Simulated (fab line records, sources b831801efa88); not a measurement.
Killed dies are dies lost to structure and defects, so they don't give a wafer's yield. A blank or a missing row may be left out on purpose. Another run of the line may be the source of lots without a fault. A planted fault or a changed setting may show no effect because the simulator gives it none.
fab line records -- flow gf180mcu
record lots=5, wafers=15, last-day=33
route steps=602 shown VT_IMPLANT@127 MVSD@136 NWELL@137 LVPWELL@138 MVPSD@139 DUAL_GATE@141 POLY_GATE@157
lots that met no fault: from a run of the same line without faults
start-h: hours from the record's opening day to when the first of the lot's shown wafers began -- wait-h: hours elapsed since this lot's preceding step -- " identical to the entry in the row above -- L1.1+2: a single row standing in for several wafers -- - either no value or no given start -- * or withheld: withheld -- < > ~ a bound
route shown NAME@n: NAME is a module with steps in the file, n the number in the route of the first one -- usual: average and standard deviation across the fault-free wafers -- same: alike in all rows -- chamber/n: place in a boat -- sites: the reading at each site -- _std_site: standard deviation across them -- _edge_site: outer sites' mean less inner sites' -- radius-mm: how far each site lies from the wafer's centre -- mask NAME#n: copy n -- behind: the last tool/chamber to shape the wafer -- hold: the reason the lot was held/the length of the hold in hours/how it ended -- device: whichever transistor did not switch (one of n, p or np) -- end of line: the tests these same wafers got at the end of their route -- step lacking rows: just its recipe -- killed: the dies lost at the first sort to structure and to defects; this is not the yield of the wafer -- map: per-die view of a wafer (x killed, . not killed, _ where there is no die)
set.NAME: the setting the step ran with; set.NAME@STEP: the setting that earlier step ran with -- model.NAME: the simulator's own value behind a step, which no gauge read
lots seen at some steps along the route; tables by step, rows by wafer
services: the hour from which a tool's chamber was out of use, counted from the record's first day as start-h (under 0 if before that day), plus the number of hours and why
## steps
# step GF_VT_IMPLANT_EXPOSE_37
# recipe mask-id=Nwell_HV_AREA, target-cd-nm=860, na=0.6, source-shape=conventional, sigma-outer=0.6, dose-mj=140
lot.wafer,tool,chamber,start-h,wait-h,mask
L075.2+4+5,iline-stepper-01,0,-,-,Nwell_HV_AREA#0
L076.3+4+6,iline-stepper-02,0,-,-,Nwell_HV_AREA#0
L082.1+4+5,iline-stepper-02,0,-,-,Nwell_HV_AREA#0
L088.1+2+4,iline-stepper-02,0,-,-,Nwell_HV_AREA#0
L092.3+5+6,iline-stepper-01,0,-,-,Nwell_HV_AREA#0
# step GF_VT_IMPLANT_PEB_38
# recipe temp-c=withheld, time-s=*, resist=NOVOLAK
lot.wafer,tool,chamber,start-h,wait-h
L075.2+4+5,litho-track-03,0,-,-
L076.3+4+6,litho-track-02,0,-,-
L082.1+4+5,litho-track-04,0,-,-
L088.1+2+4,litho-track-03,0,-,-
L092.3+5+6,litho-track-03,0,-,-
# step GF_VT_IMPLANT_DEVELOP_39
# recipe develop-time-s=60, dev-temp-c=23
# same develop-time-s=60
lot.wafer,tool,chamber,start-h,wait-h
L075.2+4+5,litho-track-03,0,164.18,0.1
L076.3+4+6,litho-track-02,0,170.90,0.1
L082.1+4+5,litho-track-04,0,209.39,0.1
L088.1+2+4,litho-track-03,0,249.51,0.1
L092.3+5+6,litho-track-03,0,277.76,0.1
# step GF_VT_IMPLANT_OVL_MEAS_40
# usual VT_IMPLANT_03_OVL=-1.0/1.3
lot.wafer,tool,chamber,start-h,wait-h,VT_IMPLANT_03_OVL[nm]
L075.2,overlay-01,-,164.31,0.1,1.2
L075.4,overlay-01,-,164.31,0.1,-0.3
L075.5,overlay-01,-,164.31,0.1,-1.5
L076.3,overlay-02,-,171.02,0.1,-0.9
L076.4,overlay-02,-,171.02,0.1,1.0
L076.6,overlay-02,-,171.02,0.1,-1.9
L082.1,overlay-02,-,209.54,0.1,-0.9
L082.4,overlay-02,-,209.54,0.1,-1.3
L082.5,overlay-02,-,209.54,0.1,-0.3
L088.1,overlay-02,-,249.66,0.1,-2.9
L088.2,overlay-02,-,249.66,0.1,-0.7
L088.4,overlay-02,-,249.66,0.1,-1.8
L092.3,overlay-01,-,277.87,0.1,0.0
L092.5,overlay-01,-,277.87,0.1,-1.8
L092.6,overlay-01,-,277.87,0.1,-2.1
# step GF_VT_IMPLANT_IMPLANT_41
# recipe species=As, energy-kev=70, dose-cm2=1.013e+12, tilt-deg=7
# usual tilt-deg=7.001/0.018
lot.wafer,tool,chamber,start-h,wait-h,tilt-deg
L075.2,implanter-02,0,164.37,0.0,7.018
L075.4,implanter-02,0,164.37,0.0,7.020
L075.5,implanter-02,0,164.37,0.0,7.009
L076.3,implanter-04,0,171.09,0.1,6.998
L076.4,implanter-04,0,171.09,0.1,6.995
L076.6,implanter-04,0,171.09,0.1,7.024
L082.1,implanter-02,0,209.58,0.0,7.002
L082.4,implanter-02,0,209.58,0.0,7.008
L082.5,implanter-02,0,209.58,0.0,7.015
L088.1,implanter-02,0,249.69,0.0,7.027
L088.2,implanter-02,0,249.69,0.0,6.999
L088.4,implanter-02,0,249.69,0.0,7.006
L092.3,implanter-02,0,277.94,0.1,6.995
L092.5,implanter-02,0,277.94,0.1,7.017
L092.6,implanter-02,0,277.94,0.1,7.017
# step GF_VT_IMPLANT_STRIP_42
# recipe chemistry=O2/N2, power-w=1400, pressure-mtorr=1500, platen-temp-c=250, o2-flow-sccm=3000, n2-flow-sccm=300, overash-fraction=0.5
# usual drypump-motor-current-A=5.8/0.39, heater-power-w=315/20, oes-product-au=0.716/0.0041, strip-time-to-endpoint-s=12.63/0.031
lot.wafer,tool,chamber,start-h,wait-h,drypump-motor-current-A,heater-power-w,oes-product-au,rf-hours-counter-h,strip-time-to-endpoint-s
L075.2,plasma-asher-03,1,164.49,0.1,5.8,329,0.718,53,12.68
L075.4,plasma-asher-03,1,164.49,0.1,5.8,331,0.711,-,12.68
L075.5,plasma-asher-03,0,164.49,0.1,6.0,302,0.720,-,12.66
L076.3,plasma-asher-03,0,171.22,0.1,6.0,316,0.723,-,12.67
L076.4,plasma-asher-03,1,171.22,0.1,5.8,336,0.722,-,12.64
L076.6,plasma-asher-03,1,171.22,0.1,5.8,327,0.718,-,12.67
L082.1,plasma-asher-04,1,209.73,0.1,5.0,296,0.721,9,12.63
L082.4,plasma-asher-04,0,209.73,0.1,6.2,330,0.716,-,12.59
L082.5,plasma-asher-04,1,209.73,0.1,4.9,295,0.719,-,12.62
L088.1,plasma-asher-04,0,249.84,0.1,6.3,328,0.717,14,12.56
L088.2,plasma-asher-04,1,249.84,0.1,4.9,297,0.722,14,12.60
L088.4,plasma-asher-04,1,249.84,0.1,4.9,296,0.720,-,12.63
L092.3,plasma-asher-04,1,278.08,0.1,5.0,305,0.723,-,12.66
L092.5,plasma-asher-04,1,278.08,0.1,5.0,302,0.720,-,12.66
L092.6,plasma-asher-04,0,278.08,0.1,6.2,329,0.721,-,12.62
# step GF_VT_IMPLANT_TW_MEAS_43
# usual VT_IMPLANT_4_TW=684/5.9
lot.wafer,tool,chamber,start-h,wait-h,VT_IMPLANT_4_TW
L075.2,film-metro-02,-,164.62,0.1,683
L075.4,film-metro-02,-,164.62,0.1,690
L075.5,film-metro-02,-,164.62,0.1,689
L076.3,film-metro-02,-,171.31,0.1,687
L076.4,film-metro-02,-,171.31,0.1,689
L076.6,film-metro-02,-,171.31,0.1,686
L082.1,film-metro-02,-,209.83,0.1,685
L082.4,film-metro-02,-,209.83,0.1,685
L082.5,film-metro-02,-,209.83,0.1,685
L088.1,film-metro-02,-,249.94,0.1,690
L088.2,film-metro-02,-,249.94,0.1,687
L088.4,film-metro-02,-,249.94,0.1,681
L092.3,film-metro-01,-,278.16,0.1,678
L092.5,film-metro-01,-,278.16,0.1,677
L092.6,film-metro-01,-,278.16,0.1,678
# step GF_VT_IMPLANT_CLEAN_44
# recipe chemistry=SC1/SC2, mix=1:4:20, temp-c=70, time-s=150, dry=n2-spin
lot.wafer,tool,chamber,start-h,wait-h
L075.2+4+5,wet-bench-02,2,164.67,0.0
L076.3+4+6,wet-bench-03,1,171.35,0.0
L082.1+4+5,wet-bench-01,2,209.89,0.1
L088.1+2+4,wet-bench-02,2,250.00,0.1
L092.3+5+6,wet-bench-02,1,278.20,0.0
# step GF_VT_IMPLANT_RTA_45
# recipe temp-c=1050, time-s=30, ambient=N2
# usual lamp-power-pct=36.3/2.5, wafer_temp_C_max=1053.8/0.78
lot.wafer,tool,chamber,start-h,wait-h,lamp-power-pct,wafer_temp_C_max
L075.2,rtp-anneal-01,0,164.79,0.0,38.8,1053.5
L075.4,rtp-anneal-01,0,164.79,0.0,38.8,1053.7
L075.5,rtp-anneal-01,0,164.79,0.0,38.8,1055.0
L076.3,rtp-anneal-01,0,171.43,0.0,38.9,1052.2
L076.4,rtp-anneal-01,0,171.43,0.0,38.8,1052.8
L076.6,rtp-anneal-01,0,171.43,0.0,38.9,1053.0
L082.1,rtp-anneal-01,0,209.94,0.0,38.8,1052.2
L082.4,rtp-anneal-01,0,209.94,0.0,38.8,1053.1
L082.5,rtp-anneal-01,0,209.94,0.0,38.8,1053.6
L088.1,rtp-anneal-02,0,250.05,0.0,33.8,1054.5
L088.2,rtp-anneal-02,0,250.05,0.0,33.9,1054.5
L088.4,rtp-anneal-02,0,250.05,0.0,33.8,1053.8
L092.3,rtp-anneal-01,0,278.29,0.0,38.8,1052.4
L092.5,rtp-anneal-01,0,278.29,0.0,38.8,1052.9
L092.6,rtp-anneal-01,0,278.29,0.0,38.8,1053.1
# step GF_VT_IMPLANT_RS_MEAS_46
# recipe thk-meas-gauge=four-point-probe
# usual MVSD_RS=456.3/1.1
lot.wafer,tool,chamber,start-h,wait-h,MVSD_RS[ohm/sq]
L075.2,film-metro-02,-,164.90,0.1,457.0
L075.4,film-metro-02,-,164.90,0.1,457.8
L075.5,film-metro-02,-,164.90,0.1,455.8
L076.3,film-metro-02,-,171.54,0.1,457.2
L076.4,film-metro-02,-,171.54,0.1,456.5
L076.6,film-metro-02,-,171.54,0.1,458.8
L082.1,film-metro-03,-,210.04,0.1,454.1
L082.4,film-metro-03,-,210.04,0.1,455.7
L082.5,film-metro-03,-,210.04,0.1,455.4
L088.1,film-metro-04,-,250.15,0.1,457.2
L088.2,film-metro-04,-,250.15,0.1,456.2
L088.4,film-metro-04,-,250.15,0.1,455.9
L092.3,film-metro-04,-,278.39,0.1,457.1
L092.5,film-metro-04,-,278.39,0.1,457.0
L092.6,film-metro-04,-,278.39,0.1,455.6
# step GF_VT_IMPLANT_RS_MEAS_47
# recipe thk-meas-gauge=four-point-probe
# usual NWELL_RS=487.6/1.4
lot.wafer,tool,chamber,start-h,wait-h,NWELL_RS[ohm/sq]
L075.2,film-metro-02,-,165.02,0.1,488.2
L075.4,film-metro-02,-,165.02,0.1,489.2
L075.5,film-metro-02,-,165.02,0.1,486.0
L076.3,film-metro-02,-,171.66,0.1,489.8
L076.4,film-metro-02,-,171.66,0.1,490.9
L076.6,film-metro-02,-,171.66,0.1,489.5
L082.1,film-metro-03,-,210.16,0.1,484.8
L082.4,film-metro-03,-,210.16,0.1,486.8
L082.5,film-metro-03,-,210.16,0.1,487.5
L088.1,film-metro-04,-,250.27,0.1,488.0
L088.2,film-metro-04,-,250.27,0.1,487.9
L088.4,film-metro-04,-,250.27,0.1,487.9
L092.3,film-metro-04,-,278.51,0.1,489.7
L092.5,film-metro-04,-,278.51,0.1,487.7
L092.6,film-metro-04,-,278.51,0.1,488.5
# step GF_VT_IMPLANT_RS_MEAS_48
# recipe thk-meas-gauge=four-point-probe
# usual LVPWELL_RS=1197/3.1
lot.wafer,tool,chamber,start-h,wait-h,LVPWELL_RS[ohm/sq]
L075.2,film-metro-02,-,165.14,0.1,1192
L075.4,film-metro-02,-,165.14,0.1,1195
L075.5,film-metro-02,-,165.14,0.1,1193
L076.3,film-metro-02,-,171.78,0.1,1196
L076.4,film-metro-02,-,171.78,0.1,1197
L076.6,film-metro-02,-,171.78,0.1,1191
L082.1,film-metro-03,-,210.28,0.1,1196
L082.4,film-metro-03,-,210.28,0.1,1197
L082.5,film-metro-03,-,210.28,0.1,1194
L088.1,film-metro-04,-,250.39,0.1,1205
L088.2,film-metro-04,-,250.39,0.1,1205
L088.4,film-metro-04,-,250.39,0.1,1203
L092.3,film-metro-04,-,278.63,0.1,1203
L092.5,film-metro-04,-,278.63,0.1,1205
L092.6,film-metro-04,-,278.63,0.1,1205
# step GF_VT_IMPLANT_RS_MEAS_49
# recipe thk-meas-gauge=four-point-probe
# usual MVPSD_RS=1167.6/2.5
lot.wafer,tool,chamber,start-h,wait-h,MVPSD_RS[ohm/sq]
L075.2,film-metro-02,-,165.26,0.1,1168.7
L075.4,film-metro-02,-,165.26,0.1,1167.3
L075.5,film-metro-02,-,165.26,0.1,1168.7
L076.3,film-metro-02,-,171.90,0.1,1167.9
L076.4,film-metro-02,-,171.90,0.1,1169.0
L076.6,film-metro-02,-,171.90,0.1,1169.4
L082.1,film-metro-03,-,210.40,0.1,1166.3
L082.4,film-metro-03,-,210.40,0.1,1169.6
L082.5,film-metro-03,-,210.40,0.1,1167.1
L088.1,film-metro-04,-,250.51,0.1,1172.4
L088.2,film-metro-04,-,250.51,0.1,1168.3
L088.4,film-metro-04,-,250.51,0.1,1168.4
L092.3,film-metro-04,-,278.75,0.1,1169.4
L092.5,film-metro-04,-,278.75,0.1,1172.7
L092.6,film-metro-04,-,278.75,0.1,1171.7
# step GF_VT_IMPLANT_WET_ETCH_50
# recipe chemistry=dHF, target-depth-nm=20, target=SiO2, temp-c=25, dilution=100:1, time-s=400
lot.wafer,tool,chamber,start-h,wait-h
L075.2+4+5,wet-bench-01,2,165.36,0.1
L076.3+4+6,wet-bench-02,0,171.98,0.1
L082.1+4+5,wet-bench-03,0,210.52,0.1
L088.1+2+4,wet-bench-01,1,250.63,0.1
L092.3+5+6,wet-bench-02,0,278.83,0.1
# step GF_DUAL_GATE_CLEAN_00
# recipe chemistry=SC1/SC2, mix=1:4:20, temp-c=70, time-s=150
lot.wafer,tool,chamber,start-h,wait-h
L075.2+4+5,wet-bench-02,3,165.48,0.0
L076.3+4+6,wet-bench-01,0,172.24,0.0
L082.1+4+5,wet-bench-01,3,210.64,0.0
L088.1+2+4,wet-bench-02,1,250.75,0.0
L092.3+5+6,wet-bench-02,3,278.95,0.0
# step GF_DUAL_GATE_CLEAN_01
# recipe chemistry=dHF, time-s=20, dilution=100:1, dry=ipa-marangoni
lot.wafer,tool,chamber,start-h,wait-h
L075.2+4+5,wet-bench-03,0,165.59,0.0
L076.3+4+6,wet-bench-03,3,172.29,0.0
L082.1+4+5,wet-bench-03,3,210.69,0.0
L088.1+2+4,wet-bench-03,3,250.80,0.0
L092.3+5+6,wet-bench-01,2,279.00,0.0
# step GF_DUAL_GATE_OXIDATION_02
# recipe temp-c=900, ambient=O2, stabilise-s=600, purge-s=300, target-thk-a=108.87, ox-time-s=1602
# usual ox-temp-c=900.0/0.42, spike-tc-centre-C=901.3/1
lot.wafer,tool,chamber,start-h,wait-h,ox-temp-c,spike-tc-centre-C
L075.2,furnace-01,0,165.86,0.3,899.4,901.4
L075.4,furnace-01,0,165.86,0.3,900.5,901.2
L075.5,furnace-01,0,165.86,0.3,900.2,900.5
L076.3,furnace-01,0,172.57,0.3,899.9,902.6
L076.4,furnace-01,0,172.57,0.3,900.2,903.0
L076.6,furnace-01,0,172.57,0.3,899.6,902.6
L082.1,furnace-02,0,210.70,0.0,899.9,902.4
L082.4,furnace-02,0,210.70,0.0,899.8,900.7
L082.5,furnace-02,0,210.70,0.0,899.6,902.1
L088.1,furnace-01,0,251.51,0.7,899.9,902.6
L088.2,furnace-01,0,251.51,0.7,900.1,903.4
L088.4,furnace-01,0,251.51,0.7,899.7,901.4
L092.3,furnace-02,0,279.95,0.9,900.6,902.1
L092.5,furnace-02,0,279.95,0.9,900.2,900.9
L092.6,furnace-02,0,279.95,0.9,900.5,901.5
# step GF_DUAL_GATE_THK_MEAS_03
# recipe reads=SiO2_of_DUAL_GATE_OXIDATION_02
# usual DUAL_GATE_OXIDATION_00_THK=11.00/0.25
lot.wafer,tool,chamber,start-h,wait-h,DUAL_GATE_OXIDATION_00_THK[nm]
L075.2,film-metro-01,-,167.31,0.0,11.15
L075.4,film-metro-01,-,167.31,0.0,11.06
L075.5,film-metro-01,-,167.31,0.0,10.96
L076.3,film-metro-03,-,174.04,0.0,10.86
L076.4,film-metro-03,-,174.04,0.0,10.73
L076.6,film-metro-03,-,174.04,0.0,10.86
L082.1,film-metro-03,-,212.15,0.0,10.74
L082.4,film-metro-03,-,212.15,0.0,10.64
L082.5,film-metro-03,-,212.15,0.0,10.78
L088.1,film-metro-02,-,252.96,0.0,11.35
L088.2,film-metro-02,-,252.96,0.0,11.23
L088.4,film-metro-02,-,252.96,0.0,11.20
L092.3,film-metro-03,-,281.41,0.0,11.01
L092.5,film-metro-03,-,281.41,0.0,10.94
L092.6,film-metro-03,-,281.41,0.0,11.12
# step GF_DUAL_GATE_DEHYDRATE_04
# recipe temp-c=200, time-s=60
lot.wafer,tool,chamber,start-h,wait-h
L075.2+4+5,litho-track-03,0,174.83,7.5
L076.3+4+6,litho-track-03,0,181.76,7.7
L082.1+4+5,litho-track-03,0,220.11,8.0
L088.1+2+4,litho-track-01,0,261.46,8.5
L092.3+5+6,litho-track-03,0,290.31,8.9
# step GF_DUAL_GATE_HMDS_05
# recipe prime-time-s=60, prime-temp-c=120
lot.wafer,tool,chamber,start-h,wait-h
L075.2+4+5,litho-track-03,0,174.98,0.1
L076.3+4+6,litho-track-03,0,181.91,0.1
L082.1+4+5,litho-track-03,0,220.26,0.1
L088.1+2+4,litho-track-01,0,261.61,0.1
L092.3+5+6,litho-track-03,0,290.46,0.1
# step GF_DUAL_GATE_COAT_06
# recipe resist=NOVOLAK, spin-rpm=3000, resist-thk-nm=1000
lot.wafer,tool,chamber,start-h,wait-h
L075.2+4+5,litho-track-03,0,175.13,0.1
L076.3+4+6,litho-track-03,0,182.06,0.1
L082.1+4+5,litho-track-03,0,220.41,0.1
L088.1+2+4,litho-track-01,0,261.76,0.1
L092.3+5+6,litho-track-03,0,290.61,0.1
# step GF_DUAL_GATE_SOFTBAKE_07
# recipe temp-c=90, time-s=60, resist=NOVOLAK
lot.wafer,tool,chamber,start-h,wait-h
L075.2+4+5,litho-track-03,0,175.28,0.1
L076.3+4+6,litho-track-03,0,182.21,0.1
L082.1+4+5,litho-track-03,0,220.56,0.1
L088.1+2+4,litho-track-01,0,261.91,0.1
L092.3+5+6,litho-track-03,0,290.76,0.1
# step GF_DUAL_GATE_EXPOSE_08
# recipe mask-id=Dualgate, target-cd-nm=700, na=0.6, source-shape=conventional, sigma-outer=0.6, dose-mj=140
lot.wafer,tool,chamber,start-h,wait-h,mask
L075.2+4+5,iline-stepper-02,0,-,-,Dualgate#0
L076.3+4+6,iline-stepper-02,0,-,-,Dualgate#0
L082.1+4+5,iline-stepper-01,0,-,-,Dualgate#0
L088.1+2+4,iline-stepper-02,0,-,-,Dualgate#0
L092.3+5+6,iline-stepper-02,0,-,-,Dualgate#0
# step GF_DUAL_GATE_PEB_09
# recipe temp-c=withheld, time-s=*, resist=NOVOLAK
lot.wafer,tool,chamber,start-h,wait-h
L075.2+4+5,litho-track-02,0,-,-
L076.3+4+6,litho-track-02,0,-,-
L082.1+4+5,litho-track-01,0,-,-
L088.1+2+4,litho-track-03,0,-,-
L092.3+5+6,litho-track-02,0,-,-
# step GF_DUAL_GATE_DEVELOP_10
# recipe develop-time-s=60, dev-temp-c=23
# same develop-time-s=60
lot.wafer,tool,chamber,start-h,wait-h
L075.2+4+5,litho-track-02,0,183.68,0.1
L076.3+4+6,litho-track-02,0,190.45,0.1
L082.1+4+5,litho-track-01,0,229.96,0.1
L088.1+2+4,litho-track-03,0,271.56,0.1
L092.3+5+6,litho-track-02,0,301.00,0.1
# step GF_DUAL_GATE_OVL_MEAS_11
# usual DUAL_GATE_OVL=0.4/1.1
lot.wafer,tool,chamber,start-h,wait-h,DUAL_GATE_OVL[nm]
L075.2,overlay-02,-,183.81,0.1,-0.8
L075.4,overlay-02,-,183.81,0.1,-0.5
L075.5,overlay-02,-,183.81,0.1,1.9
L076.3,overlay-02,-,190.56,0.1,0.8
L076.4,overlay-02,-,190.56,0.1,-0.6
L076.6,overlay-02,-,190.56,0.1,0.4
L082.1,overlay-02,-,230.11,0.1,0.2
L082.4,overlay-02,-,230.11,0.1,0.2
L082.5,overlay-02,-,230.11,0.1,0.8
L088.1,overlay-01,-,271.71,0.1,1.0
L088.2,overlay-01,-,271.71,0.1,-1.3
L088.4,overlay-01,-,271.71,0.1,1.1
L092.3,overlay-01,-,301.11,0.1,-1.3
L092.5,overlay-01,-,301.11,0.1,-2.4
L092.6,overlay-01,-,301.11,0.1,-1.4
# step GF_DUAL_GATE_WET_ETCH_12
# recipe chemistry=dHF, target-depth-nm=13, dry=n2-spin, target=SiO2, temp-c=25, dilution=100:1, time-s=260
lot.wafer,tool,chamber,start-h,wait-h
L075.2+4+5,wet-bench-01,1,183.84,0.0
L076.3+4+6,wet-bench-03,1,190.59,0.0
L082.1+4+5,wet-bench-03,1,230.14,0.0
L088.1+2+4,wet-bench-03,0,271.74,0.0
L092.3+5+6,wet-bench-02,3,301.14,0.0
# step GF_DUAL_GATE_STRIP_13
# recipe chemistry=O2/N2, power-w=1400, pressure-mtorr=1500, platen-temp-c=250, o2-flow-sccm=3000, n2-flow-sccm=300, overash-fraction=0.5
# usual drypump-motor-current-A=5.7/0.49, heater-power-w=323/16, oes-product-au=0.716/0.0045, strip-time-to-endpoint-s=12.63/0.032
lot.wafer,tool,chamber,start-h,wait-h,drypump-motor-current-A,heater-power-w,oes-product-au,rf-hours-counter-h,strip-time-to-endpoint-s
L075.2,plasma-asher-04,1,183.92,0.0,4.9,300,0.728,7,12.66
L075.4,plasma-asher-04,0,183.92,0.0,6.3,323,0.716,-,12.66
L075.5,plasma-asher-04,1,183.92,0.0,4.9,296,0.718,-,12.64
L076.3,plasma-asher-04,0,190.70,0.0,6.3,331,0.719,-,12.62
L076.4,plasma-asher-04,1,190.70,0.0,4.9,308,0.716,-,12.60
L076.6,plasma-asher-04,0,190.70,0.0,6.2,334,0.712,-,12.60
L082.1,plasma-asher-03,1,230.22,0.0,5.8,330,0.718,59,12.59
L082.4,plasma-asher-03,1,230.22,0.0,5.8,338,0.716,-,12.55
L082.5,plasma-asher-03,0,230.22,0.0,6.0,306,0.711,-,12.59
L088.1,plasma-asher-02,1,271.82,0.0,5.6,344,0.717,46,12.60
L088.2,plasma-asher-02,0,271.82,0.0,5.6,338,0.713,46,12.64
L088.4,plasma-asher-02,0,271.82,0.0,5.6,335,0.715,-,12.62
L092.3,plasma-asher-04,1,301.25,0.0,4.9,297,0.718,-,12.68
L092.5,plasma-asher-04,1,301.25,0.0,4.9,292,0.707,-,12.69
L092.6,plasma-asher-04,0,301.25,0.0,6.3,327,0.711,-,12.67
# step GF_DUAL_GATE_CLEAN_14
# recipe chemistry=SC1/SC2, mix=1:4:20, temp-c=70, time-s=150, dry=n2-spin
lot.wafer,tool,chamber,start-h,wait-h
L075.2+4+5,wet-bench-02,0,184.02,0.1
L076.3+4+6,wet-bench-03,3,190.77,0.0
L082.1+4+5,wet-bench-03,0,230.32,0.1
L088.1+2+4,wet-bench-01,1,271.92,0.1
L092.3+5+6,wet-bench-03,2,301.32,0.0
# step GF_DUAL_GATE_OXIDATION_15
# recipe temp-c=850, ambient=O2, stabilise-s=600, purge-s=300, target-thk-a=70.98, ox-time-s=1995
# usual ox-temp-c=850.0/0.42, spike-tc-centre-C=851.2/0.98
lot.wafer,tool,chamber,start-h,wait-h,ox-temp-c,spike-tc-centre-C
L075.2,furnace-01,0,184.13,0.0,850.2,849.4
L075.4,furnace-01,0,184.13,0.0,849.8,850.1
L075.5,furnace-01,0,184.13,0.0,850.3,851.2
L076.3,furnace-01,0,190.82,0.0,849.7,851.1
L076.4,furnace-01,0,190.82,0.0,849.8,853.1
L076.6,furnace-01,0,190.82,0.0,849.9,851.7
L082.1,furnace-01,0,232.03,1.7,850.4,852.2
L082.4,furnace-01,0,232.03,1.7,849.5,852.1
L082.5,furnace-01,0,232.03,1.7,849.4,851.7
L088.1,furnace-01,0,275.48,3.5,850.1,850.5
L088.2,furnace-01,0,275.48,3.5,850.1,850.1
L088.4,furnace-01,0,275.48,3.5,850.9,851.2
L092.3,furnace-01,0,301.51,0.1,850.6,850.9
L092.5,furnace-01,0,301.51,0.1,850.6,852.1
L092.6,furnace-01,0,301.51,0.1,850.7,851.4
# step GF_POLY_GATE_CVD_00
# recipe material=poly-Si, target-thk-nm=200, temp-c=620, time-s=1200, pressure-mtorr=200
# usual spike-tc-centre-C=620.3/1.4
lot.wafer,tool,chamber,start-h,wait-h,spike-tc-centre-C
L075.2,lpcvd-02,1,185.68,0.0,621.4
L075.4,lpcvd-02,1,185.68,0.0,622.9
L075.5,lpcvd-02,1,185.68,0.0,620.0
L076.3,lpcvd-02,1,192.37,0.0,620.5
L076.4,lpcvd-02,1,192.37,0.0,618.4
L076.6,lpcvd-02,1,192.37,0.0,619.1
L082.1,lpcvd-02,0,234.08,0.5,620.5
L082.4,lpcvd-02,0,234.08,0.5,620.3
L082.5,lpcvd-02,0,234.08,0.5,618.6
L088.1,lpcvd-01,0,277.03,0.0,621.3
L088.2,lpcvd-01,0,277.03,0.0,621.0
L088.4,lpcvd-01,0,277.03,0.0,622.1
L092.3,lpcvd-01,0,303.07,0.0,620.5
L092.5,lpcvd-01,0,303.07,0.0,620.3
L092.6,lpcvd-01,0,303.07,0.0,621.8
# step GF_POLY_GATE_THK_MEAS_01
# recipe reads=poly-Si_of_POLY_GATE_CVD_00
# usual POLY_GATE_CVD_00_THK=200.0/2.2
lot.wafer,tool,chamber,start-h,wait-h,POLY_GATE_CVD_00_THK[nm]
L075.2,film-metro-04,-,187.03,0.0,203.7
L075.4,film-metro-04,-,187.03,0.0,201.7
L075.5,film-metro-04,-,187.03,0.0,203.6
L076.3,film-metro-01,-,193.73,0.0,198.5
L076.4,film-metro-01,-,193.73,0.0,198.7
L076.6,film-metro-01,-,193.73,0.0,198.1
L082.1,film-metro-03,-,236.08,0.0,197.8
L082.4,film-metro-03,-,236.08,0.0,198.1
L082.5,film-metro-03,-,236.08,0.0,198.3
L088.1,film-metro-01,-,278.37,0.0,200.4
L088.2,film-metro-01,-,278.37,0.0,200.5
L088.4,film-metro-01,-,278.37,0.0,201.1
L092.3,film-metro-03,-,304.42,0.0,203.2
L092.5,film-metro-03,-,304.42,0.0,202.2
L092.6,film-metro-03,-,304.42,0.0,203.9
# step GF_POLY_GATE_DEHYDRATE_02
# recipe temp-c=200, time-s=60
lot.wafer,tool,chamber,start-h,wait-h
L075.2+4+5,litho-track-04,0,195.02,8.0
L076.3+4+6,litho-track-01,0,201.86,8.1
L082.1+4+5,litho-track-04,0,243.99,7.9
L088.1+2+4,litho-track-01,0,287.50,9.1
L092.3+5+6,litho-track-01,0,314.25,9.8
# step GF_POLY_GATE_HMDS_03
# recipe prime-time-s=60, prime-temp-c=120
lot.wafer,tool,chamber,start-h,wait-h
L075.2+4+5,litho-track-04,0,195.17,0.1
L076.3+4+6,litho-track-01,0,202.01,0.1
L082.1+4+5,litho-track-04,0,244.14,0.1
L088.1+2+4,litho-track-01,0,287.65,0.1
L092.3+5+6,litho-track-01,0,314.40,0.1
# step GF_POLY_GATE_COAT_04
# recipe resist=BARC, temp-c=withheld, time-s=withheld, spin-rpm=withheld, resist-thk-nm=withheld
lot.wafer,tool,chamber,start-h,wait-h
L075.2+4+5,litho-track-04,0,195.32,0.1
L076.3+4+6,litho-track-01,0,202.16,0.1
L082.1+4+5,litho-track-04,0,244.29,0.1
L088.1+2+4,litho-track-01,0,287.80,0.1
L092.3+5+6,litho-track-01,0,314.55,0.1
## services
tool,chamber,start-h,hours,kind
iline-stepper-01,-,133.18,2.1,pm
implanter-02,-,135.17,5.1,repair
implanter-04,-,145.21,8.0,pm
plasma-asher-02,-,162.41,2.8,pm
implanter-02,-,179.69,1.1,repair
iline-stepper-01,-,188.55,6.3,repair
plasma-asher-04,-,192.74,7.2,pm
iline-stepper-02,-,200.99,0.8,repair
iline-stepper-02,-,205.23,1.7,pm
plasma-asher-03,-,209.87,7.9,repair
implanter-04,-,218.60,2.4,repair
furnace-02,-,224.52,10.0,repair
implanter-02,-,233.29,1.2,repair
furnace-01,-,236.23,3.3,pm
iline-stepper-01,-,238.31,8.9,pm
lpcvd-01,-,243.48,1.2,repair
furnace-02,-,250.74,2.7,pm
furnace-02,-,266.01,11.0,repair
iline-stepper-02,-,267.36,17.1,repair
implanter-02,-,268.03,0.6,repair
plasma-asher-02,-,278.58,1.1,repair
lpcvd-02,-,297.48,1.2,repair
implanter-02,-,305.85,0.7,repair
iline-stepper-01,-,308.27,1.7,pm
## key
fault none
